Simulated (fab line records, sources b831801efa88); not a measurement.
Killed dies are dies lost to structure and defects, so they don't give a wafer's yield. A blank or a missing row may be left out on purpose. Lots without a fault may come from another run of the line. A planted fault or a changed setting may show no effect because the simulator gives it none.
fab line records | flow gf180mcu
record lots=6 wafers=18 last_day=33
route steps=602 shown STI@3 PASSIVATION@602
lots that met no fault: from a run of the same line without faults
start_h: hours from the record's first day to the start of the lot's first wafer shown | wait_h: hours since the lot's step before | " the same as in the row above | L1.1+2: a row that stands for several wafers | - no value, or no start given | * or withheld: withheld | < > ~ a bound
route shown NAME@n: a module of which the file shows steps, and the number in the route of the first | usual: mean/standard deviation of fault-free wafers | same: alike in all rows | chamber/n: place in a boat | sites: the reading at each site | _std_site: their standard deviation | _edge_site: outer sites' mean less inner sites' | radius_mm: how far each site lies from the wafer's centre | mask NAME#n: copy n | behind: the tool/chamber that last shaped the wafer | hold: why the lot was held/for how many hours/how that ended | device: the transistor (n, p or np) that didn't switch | end of line: the same wafers' tests at the end of the route | a step without rows: its recipe alone | killed: dies lost to structure and defects at the first sort, not the wafer's yield | map: a wafer's dies, x killed, . not, _ none there
set.NAME: the setting as run; set.NAME@STEP: as run at that earlier step | model.NAME: the simulator's own value behind a step, which no gauge read
lots at some steps of the route; a table a step, a row a wafer
services: from which hour (start_h, from the record's first day; less than 0 if before it) a tool's chamber was out of use, for how many hours, and why
## steps
# step GF_STI_THK_MEAS_02
# recipe reads=SiO2_of_STI_OXIDATION_01
# usual STI_OXIDATION_THK=9.97/0.2
# columns lot.wafer tool chamber start_h wait_h STI_OXIDATION_THK[nm]
L961.1 film_metro-03 - 36.51 0.0 9.90
L961.5 " - " " 9.88
L961.6 " - " " 9.94
L962.1 film_metro-01 - 43.43 0.0 9.96
L962.4 " - " " 9.92
L962.6 " - " " 10.12
L965.3 film_metro-03 - 59.20 0.0 9.53
L965.4 " - " " 9.82
L965.5 " - " " 9.61
L967.2 film_metro-04 - 70.84 0.0 10.37
L967.4 " - " " 10.19
L967.5 " - " " 10.11
L968.4 film_metro-01 - 73.38 0.0 10.32
L968.5 " - " " 10.22
L968.6 " - " " 10.22
L973.4 film_metro-04 - 96.54 0.0 9.75
L973.5 " - " " 9.86
L973.6 " - " " 9.88
# step GF_STI_CVD_03
# recipe material=Si3N4 precursor=DCS/NH3 target_thk_nm=207.16 temp_c=770 time_s=3551 pressure_mtorr=250
# step GF_STI_THK_MEAS_04
# recipe reads=Si3N4_of_STI_CVD_03
# usual STI_CVD_03_THK=207.6/1.8
# columns lot.wafer tool chamber start_h wait_h STI_CVD_03_THK[nm]
L961.1 film_metro-01 - 38.56 0.0 209.5
L961.5 " - " " 209.8
L961.6 " - " " 209.3
L962.1 film_metro-04 - 45.47 0.0 207.4
L962.4 " - " " 207.3
L962.6 " - " " 207.9
L965.3 film_metro-04 - 61.25 0.0 208.8
L965.4 " - " " 209.4
L965.5 " - " " 208.8
L967.2 film_metro-04 - 72.88 0.0 211.6
L967.4 " - " " 210.1
L967.5 " - " " 210.3
L968.4 film_metro-01 - 75.43 0.0 206.8
L968.5 " - " " 207.0
L968.6 " - " " 205.7
L973.4 film_metro-03 - 98.59 0.0 208.9
L973.5 " - " " 209.3
L973.6 " - " " 210.5
# step GF_STI_DEHYDRATE_05
# recipe temp_c=200 time_s=60
# step GF_STI_HMDS_06
# recipe prime_time_s=60 prime_temp_c=120
# step GF_STI_COAT_07
# recipe resist=KrF spin_rpm=withheld resist_thk_nm=700
# step GF_STI_SOFTBAKE_08
# recipe temp_c=130 time_s=60 resist=KrF
# step GF_STI_EXPOSE_09
# recipe mask_id=COMP target_cd_nm=220 na=0.68 source_shape=conventional sigma_outer=0.6 dose_mj=28
# step GF_STI_PEB_10
# recipe peb_temp_c=135 peb_time_s=90 resist=KrF
# step GF_STI_DEVELOP_11
# recipe develop_time_s=60 dev_temp_c=21
# step GF_STI_CD_MEAS_12
# recipe target_cd_nm=220
# usual cd_nm=219.9/1.3
# columns lot.wafer tool chamber start_h wait_h cd_nm
L961.1 cd_sem-02 - 50.10 0.1 218.9
L961.5 " - " " 219.3
L961.6 " - " " 219.7
L962.1 cd_sem-01 - 58.27 0.1 219.4
L962.4 " - " " 219.2
L962.6 " - " " 220.0
L965.3 cd_sem-02 - 72.69 0.1 220.3
L965.4 " - " " 220.2
L965.5 " - " " 222.0
L967.2 cd_sem-01 - 86.19 0.1 220.4
L967.4 " - " " 220.5
L967.5 " - " " 220.2
L968.4 cd_sem-01 - 88.51 0.1 219.3
L968.5 " - " " 219.3
L968.6 " - " " 218.4
L973.4 cd_sem-02 - 112.48 0.1 218.6
L973.5 " - " " 218.8
L973.6 " - " " 219.2
# step GF_STI_ETCH_13
# recipe chemistry=CHF3/O2 stop_on=Si over_etch_frac=0.3 target_depth_a=2823.1 source_w=600 bias_w=200 pressure_mtorr=40 chf3_flow_sccm=50 O2_flow_sccm=5 time_s=112.9
# usual chf3_flow_sccm=50.02/0.14 drypump_motor_current_A=6.0/0.38 oes_product_au=0.834/0.0058 run_length_s=141.2/0.58 throttle_valve_pct=8.811/0.0097
# columns lot.wafer tool chamber start_h wait_h chf3_flow_sccm drypump_motor_current_A oes_product_au rf_hours_counter_h run_length_s throttle_valve_pct
L961.1 rie_diel-04 0 50.22 0.1 50.12 6.0 0.841 158 140.2 8.823
L961.5 " 2 " " 50.08 6.5 0.834 - 141.3 8.802
L961.6 " 1 " " 50.23 5.6 0.847 - 142.6 8.808
L962.1 rie_diel-04 2 58.39 0.1 49.81 6.5 0.842 3 141.5 8.796
L962.4 " 0 " " 49.96 6.0 0.833 158 140.1 8.808
L962.6 " 2 " " 49.94 6.6 0.839 - 141.4 8.807
L965.3 rie_diel-04 3 72.77 0.1 49.94 6.3 0.828 156 140.8 8.819
L965.4 " 1 " " 49.92 5.6 0.839 22 141.8 8.817
L965.5 " 1 " " 49.83 5.6 0.837 - 141.8 8.806
L967.2 rie_diel-04 3 86.29 0.1 49.94 6.3 0.845 156 141.2 8.810
L967.4 " 1 " " 50.03 5.6 0.839 23 141.9 8.802
L967.5 " 1 " " 49.98 5.6 0.847 - 141.7 8.826
L968.4 rie_diel-04 3 88.57 0.0 49.79 6.3 0.837 156 141.0 8.793
L968.5 " 3 " " 49.89 6.3 0.825 - 140.6 8.804
L968.6 " 0 " " 50.09 6.0 0.828 - 140.4 8.793
L973.4 rie_diel-04 3 112.54 0.0 49.83 6.3 0.830 157 140.7 8.811
L973.5 " 2 " " 50.15 6.5 0.833 - 141.5 8.832
L973.6 " 1 " " 50.18 5.6 0.838 - 141.7 8.807
# step GF_STI_ETCH_14
# recipe target=Si chemistry=HBr/Cl2/O2 target_depth_nm=360 icp_w=600 bias_w=150 pressure_mtorr=15 HBr_flow_sccm=150 Cl2_flow_sccm=40 O2_flow_sccm=6 time_s=102.9
# usual drypump_motor_current_A=5.7/0.46 oes_product_au=1.003/0.01 run_length_s=131.2/0.5 throttle_valve_pct=25.653/0.012
# columns lot.wafer tool chamber start_h wait_h drypump_motor_current_A oes_product_au rf_hours_counter_h run_length_s throttle_valve_pct model.STI.feature_depth_nm model.etch.depth_nm model.KrF_of_STI_COAT_07.thk_nm
L961.1 rie_si-02 3 50.30 0.0 6.2 0.986 25 131.2 25.652 354.9 354.9 323.3
L961.5 " 3 " " 6.2 0.981 - 131.0 25.681 349.5 349.5 328.6
L961.6 " 0 " " 6.4 0.996 - 132.0 25.649 361.9 361.9 323.9
L962.1 rie_si-02 1 58.47 0.0 5.4 0.999 106 131.4 25.642 361.2 361.2 317.5
L962.4 " 3 " " 6.2 0.992 25 131.0 25.656 355.4 355.4 321.9
L962.6 " 1 " " 5.4 1.004 - 130.8 25.641 361.6 361.6 321.6
L965.3 rie_si-01 2 72.85 0.0 5.5 1.004 124 131.3 25.646 364.6 364.6 315.4
L965.4 " 0 " " 5.3 1.011 137 131.9 25.653 363.1 363.1 318
L965.5 " 3 " " 6.0 0.987 - 130.4 25.652 352.9 352.9 321.8
L967.2 rie_si-02 3 86.37 0.0 6.2 0.995 25 130.6 25.659 356.5 356.5 319.2
L967.4 " 3 " " 6.2 0.995 - 131.0 25.666 355.7 355.7 325.6
L967.5 " 1 " " 5.4 1.005 - 102.7 25.655 263.5 263.5 357.2
L968.4 rie_si-02 3 88.69 0.1 6.2 0.986 - 130.6 25.678 353.1 353.1 315.4
L968.5 " 1 " " 5.4 1.010 - 103.4 25.662 261.9 261.9 345.9
L968.6 " 0 " " 6.4 1.009 - 132.0 25.649 363.5 363.5 320.9
L973.4 rie_si-01 1 112.62 0.0 5.1 1.009 84 130.5 25.638 362.6 362.6 317.8
L973.5 " 1 " " 5.1 1.003 - 130.6 25.651 361.3 361.3 321.4
L973.6 " 2 " " 5.6 1.013 - 131.4 25.638 369.3 369.3 316.8
# step GF_STI_STRIP_15
# recipe chemistry=O2/N2 power_w=1400 pressure_mtorr=1500 platen_temp_c=250 o2_flow_sccm=3000 n2_flow_sccm=300 overash_fraction=0.5
# usual drypump_motor_current_A=5.8/0.42 heater_power_w=317/30 oes_product_au=0.383/0.0047 platen_temp_c=250.02/0.17 strip_time_to_endpoint_s=3.72/0.047
# columns lot.wafer tool chamber start_h wait_h drypump_motor_current_A heater_power_w oes_product_au platen_temp_c rf_hours_counter_h strip_time_to_endpoint_s
L961.1 plasma_asher-03 0 50.37 0.0 6.1 367 0.387 250.05 23 3.76
L961.5 " 0 " " 6.1 362 0.380 249.96 - 3.81
L961.6 " 1 " " 6.2 298 0.383 250.00 - 3.78
L962.1 plasma_asher-01 1 58.54 0.0 6.2 315 0.385 249.84 40 3.69
L962.4 " 1 " " 6.2 320 0.392 249.83 - 3.74
L962.6 " 1 " " 6.2 305 0.385 249.81 - 3.75
L965.3 plasma_asher-03 0 72.96 0.1 6.1 377 0.382 249.92 - 3.68
L965.4 " 1 " " 6.1 300 0.381 249.84 - 3.70
L965.5 " 1 " " 6.1 304 0.383 250.13 - 3.76
L967.2 plasma_asher-03 1 86.44 0.0 6.2 296 0.387 250.05 27 3.71
L967.4 " 1 " " 6.2 298 0.384 250.00 - 3.79
L967.5 " 0 " " 6.1 369 0.393 249.92 - 4.15
L968.4 plasma_asher-01 0 88.76 0.0 5.5 317 0.384 250.04 - 3.69
L968.5 " 0 " " 5.5 334 0.390 250.11 - 4.01
L968.6 " 1 " " 6.2 315 0.380 250.46 - 3.74
L973.4 plasma_asher-03 1 112.73 0.1 6.1 301 0.391 249.79 - 3.71
L973.5 " 0 " " 6.1 360 0.391 249.96 - 3.73
L973.6 " 1 " " 6.1 305 0.385 250.28 - 3.72
# step GF_STI_CLEAN_16
# recipe chemistry=dHF time_s=25 dilution=100:1
# step GF_PASSIVATION_PROBE_99
# columns lot.wafer tool chamber start_h wait_h model.etest.pwell_in_dnwell.line_ohm_um model.etest.ldpmos_10p0.r_on_ohm_um model.etest.pwell_in_dnwell.rs_ohm_sq model.etest.p_drift.rs_ohm_sq model.etest.ldnmos_10p0.r_on_ohm_um model.etest.n_drift.rs_ohm_sq model.etest.nwell.line_ohm_um model.etest.nwell.rs_ohm_sq
L961.1 prober-01 - 706.09 0.1 3987 1.12e+04 2405 2328 3717 1177 1141 976.9
L961.5 prober-01 - 706.29 0.2 3946 1.106e+04 2336 2325 3708 1163 1146 972.2
L961.6 prober-01 - 706.34 0.2 4065 1.108e+04 2447 2397 3732 1205 1158 1005
L962.1 prober-02 - 724.58 0.1 3990 1.093e+04 2447 2377 3691 1249 1128 980
L962.4 prober-02 - 724.73 0.2 4009 1.096e+04 2406 2367 3686 1229 1125 968.5
L962.6 prober-02 - 724.83 0.2 4116 1.099e+04 2450 2407 3678 1256 1151 975.2
L965.3 prober-02 - 733.90 0.2 4440 1.124e+04 2660 2510 3792 1194 1138 985.9
L965.4 prober-02 - 733.95 0.2 4430 1.114e+04 2634 2509 3769 1194 1131 971
L965.5 prober-02 - 734.00 0.2 4242 1.117e+04 2508 2400 3742 1148 1117 952.4
L967.2 prober-02 - 750.13 0.1 3882 1.081e+04 2362 2329 3654 1169 1198 1016
L967.4 prober-02 - 750.23 0.2 3824 1.094e+04 2323 2310 3704 1153 1169 1016
L967.5 prober-02 - 750.28 0.2 3246 1.034e+04 1967 1957 3345 912.8 989 859.8
L968.4 prober-01 - 758.22 0.2 3865 1.118e+04 2327 2339 3758 1094 1159 994
L968.5 prober-01 - 758.27 0.2 3244 1.053e+04 1958 1967 3412 883.8 983.6 844
L968.6 prober-01 - 758.32 0.2 3920 1.122e+04 2381 2385 3796 1122 1176 1009
L973.4 prober-02 - 786.43 0.2 4045 1.108e+04 2424 2404 3726 1137 1158 1006
L973.5 prober-02 - 786.48 0.2 4062 1.12e+04 2405 2414 3720 1151 1172 1006
L973.6 prober-02 - 786.53 0.2 4164 1.096e+04 2472 2469 3702 1175 1171 1021
# killed by level:class
L961.1 CONTACT:geometric_particle:open=6 V3:geometric_particle:open=6 V3:geometric_particle:short=5 V2:geometric_particle:open=5 V1:geometric_particle:open=4 STI:geometric_particle:open=2 CONTACT:geometric_particle:short=2 M1:geometric_particle:short=2
L961.5 V4:geometric_particle:open=5 CONTACT:geometric_particle:open=4 V2:geometric_particle:short=4 V2:geometric_particle:open=4 V5:geometric_particle:open=4 V1:geometric_particle:open=3 CONTACT:geometric_particle:short=2 M2:geometric_particle:open=2
L961.6 V2:geometric_particle:open=6 V4:geometric_particle:open=5 CONTACT:geometric_particle:open=4 V1:geometric_particle:open=4 M2:geometric_particle:short=4 V5:geometric_particle:open=3 V3:geometric_particle:open=3 M4:geometric_particle:short=3
L962.1 CONTACT:geometric_particle:open=9 V5:geometric_particle:open=8 V3:geometric_particle:open=6 V1:geometric_particle:open=5 V1:geometric_particle:short=3 V2:geometric_particle:open=3 V2:geometric_particle:short=3 M1:geometric_particle:short=2
L962.4 CONTACT:geometric_particle:open=4 CONTACT:geometric_particle:short=4 M1:geometric_particle:short=4 M3:geometric_particle:short=3 V3:geometric_particle:short=3 V3:geometric_particle:open=3 M4:geometric_particle:short=3 V4:geometric_particle:open=3
L962.6 V5:geometric_particle:open=7 STI:geometric_particle:open=6 V4:geometric_particle:open=6 CONTACT:geometric_particle:open=4 CONTACT:geometric_particle:short=4 V1:geometric_particle:short=4 TOP_METAL:geometric_particle:short=4 STI:geometric_particle:short=3
L965.3 CONTACT:geometric_particle:open=5 V4:geometric_particle:open=5 STI:geometric_particle:short=4 V1:geometric_particle:open=3 V2:geometric_particle:short=3 V5:geometric_particle:open=3 STI:geometric_particle:open=2 M1:geometric_particle:short=2
L965.4 CONTACT:geometric_particle:open=5 V2:geometric_particle:open=4 V4:geometric_particle:open=4 M1:geometric_particle:short=3 V1:geometric_particle:open=3 V3:geometric_particle:open=3 V5:geometric_particle:open=3 M1:geometric_particle:open=2
L965.5 V3:geometric_particle:open=5 CONTACT:geometric_particle:open=4 V1:geometric_particle:open=3 STI:geometric_particle:short=2 M2:geometric_particle:short=2 V2:geometric_particle:open=2 M3:geometric_particle:short=2 STI:geometric_particle:open=1
L973.4 V3:geometric_particle:open=6 V2:geometric_particle:open=5 V3:geometric_particle:short=4 V5:geometric_particle:open=4 M1:geometric_particle:short=3 CONTACT:geometric_particle:short=3 V2:geometric_particle:short=3 M2:geometric_particle:short=3
L973.5 CONTACT:geometric_particle:open=6 V2:geometric_particle:open=5 V4:geometric_particle:open=5 V3:geometric_particle:open=4 STI:geometric_particle:short=3 STI:geometric_particle:open=3 V1:geometric_particle:open=3 V4:geometric_particle:short=3
L973.6 V5:geometric_particle:open=5 STI:geometric_particle:short=4 CONTACT:geometric_particle:open=4 V1:geometric_particle:open=4 V1:geometric_particle:short=3 V3:geometric_particle:short=3 V4:geometric_particle:open=3 STI:geometric_particle:open=2
## services
# columns tool chamber start_h hours kind
plasma_asher-03 - 30.05 14.6 pm
rie_si-01 1 57.78 3.9 repair
rie_si-02 2 65.02 12.3 repair
rie_si-02 2 77.33 - clean
rie_si-02 2 77.33 17.0 scheduled_down
rie_si-02 2 77.33 17.0 vent_cycle
rie_si-02 - 85.52 0.5 repair
plasma_asher-01 - 86.15 0.7 repair
## key
first_sign step=GF_STI_ETCH_14 reading=run_length_s direction=down sigmas=56 usual=* struck=*
effect step=GF_STI_STRIP_15 reading=strip_time_to_endpoint_s direction=up sigmas=7.7 usual=* struck=*
model_effect step=GF_STI_ETCH_14 value=STI.feature_depth_nm without=362.2 struck=262.7
model_effect step=GF_PASSIVATION_PROBE_99 value=etest.pwell_in_dnwell.line_ohm_um without=3993 struck=3245
met_at GF_STI_ETCH_14
struck_wafers L967.5,L968.5
sort_left_out L967.5,L968.5
tester_left_out L967,L968
onset_between 58.47 86.37
fault kind=process_parameter_drift tool=rie_si-02 chamber=1 onset_h=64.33 steps=GF_STI_ETCH_14 channel=time_s offset=* shape=step end_h=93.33 acts_in=* stated=*
# tester_left_out: of these lots the tester's yield and bins aren't shown, on N5 and GAA mostly nor the transistor test; their killed dies are dies lost to structure and defects alone, not to doping, threshold or leakage, so they don't give the yield
# sort_left_out: the simulated sort isn't trusted on such a fault, so these wafers' sort isn't shown, and their yield isn't known
